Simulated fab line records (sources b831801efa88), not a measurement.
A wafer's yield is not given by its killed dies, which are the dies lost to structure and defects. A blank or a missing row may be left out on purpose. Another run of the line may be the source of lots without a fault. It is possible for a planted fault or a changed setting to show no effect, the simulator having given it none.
8D (eight disciplines) problem report, filled in by code || flow gf180mcu || the parts of the form that need people (team, actions taken, sign-off) are left out

1. PROBLEM STATEMENT
MVPSD_RS at GF_VT_IMPLANT_RS_MEAS_49 reads a mean of 1135.5 ohm/sq on 1 wafer of 1 lot; wafers without a fault read 1167.6 ohm/sq with a standard deviation of 2.5. That is -13 standard deviations from the usual mean.
The step: measures by four-point-probe.
First seen on wafer L182.3, day 10 16:19, on film-metro-04. The record holds 34 wafers of 12 lots with a number at this step. Rule for "out", or "out of limits": more than 4 standard deviations from the usual mean. Any other wafer with a number is counted as sound.

2. WHAT IT IS AND WHAT IT IS NOT
{"question": "which readings at this step", "is": "MVPSD_RS", "is not": "-"}
{"question": "which lots", "is": "L182", "is not": "L171, L172, L173, L174, L175, L176, L177, L178, L179, L183, L194"}
{"question": "which wafers of those lots", "is": "all that have a number", "is not": "-"}
{"question": "read on which gauges", "is": "film-metro-04", "is not": "film-metro-01"}
{"question": "when", "is": "from day 10 16:19", "is not": "up to then (27 sound wafers); but 6 sound wafers of L183, L194 came after"}

3. THE SUSPECTS, EACH WITH WHAT RULES IT OUT
Counting: a tool at a process step up to the reading stays a suspect if it ran every lot that is out and no sound lot after the first of them.
- the gauge at GF_VT_IMPLANT_RS_MEAS_49 is ruled out. All the wafers that are out were read on film-metro-04, but those of them that GF_MVPSD_IMPLANT_08 has rows for are out there too, on other tools.
- implanter-02 at GF_MVPSD_IMPLANT_08: kept. It ran the lot that is out, L182 (day 7 17:49), and no sound lot after that; its last sound lot up to then is L179 (day 6 23:52). Its own readings are out on those wafers: beam-on-s, faraday-current-uA.
The count leaves implanter-02 at GF_MVPSD_IMPLANT_08.

4. THE CAUSE (what the simulator had put in)
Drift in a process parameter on implanter-02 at GF_MVPSD_IMPLANT_08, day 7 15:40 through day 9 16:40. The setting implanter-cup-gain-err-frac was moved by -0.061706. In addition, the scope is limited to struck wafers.
This tool alone remained once counting was done.

5. SEQUENCE OF EFFECTS, ordered by route
Each row: a reading where the mean over the struck wafers with a number is more than 3 standard deviations away from the usual. Readings are gone through only where the record gives a usual standard deviation; hours: the median, over the lots, of the time from a lot's start at the first step in this table giving one to that lot's start at this step; sigmas: the change measured in usual standard deviations.
{"hours": 0, "step": "GF_MVPSD_IMPLANT_08", "reading": "beam-on-s", "usual": "10.00 s", "on struck wafers": 10.99, "change": "+0.99", "sigmas": "+4.5"}
{"hours": 0, "step": "GF_MVPSD_IMPLANT_08", "reading": "faraday-current-uA", "usual": 84.6, "on struck wafers": 76.7, "change": -7.9, "sigmas": -4.4}
{"hours": 70, "step": "GF_VT_IMPLANT_RS_MEAS_49", "reading": "MVPSD_RS", "usual": "1167.6 ohm/sq", "on struck wafers": 1135.5, "change": -32.1, "sigmas": -13}
Here are the process steps it includes:
- GF_MVPSD_IMPLANT_08
At these later measuring or inspecting steps, every struck wafer for which the step has a row has a number for every such reading, and none has moved that far: GF_DUAL_GATE_OVL_MEAS_11, GF_HV_LDD_TW_MEAS_23.

6. HOW IT WOULD HAVE BEEN CAUGHT EARLIER
The first out-of-limits reading at a measuring or inspecting step in this record came at day 10 16:19, 73 hours after the fault's start at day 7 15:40.
Tool's own readings at GF_MVPSD_IMPLANT_08, beam-on-s, faraday-current-uA: out on all struck wafers the step has rows for; an alarm limit on them would have tripped on the first.
By day 10 16:19, every lot that is out (1) had started GF_MVPSD_IMPLANT_08 on implanter-02. Tool hold at that time: it would have spared none of them.
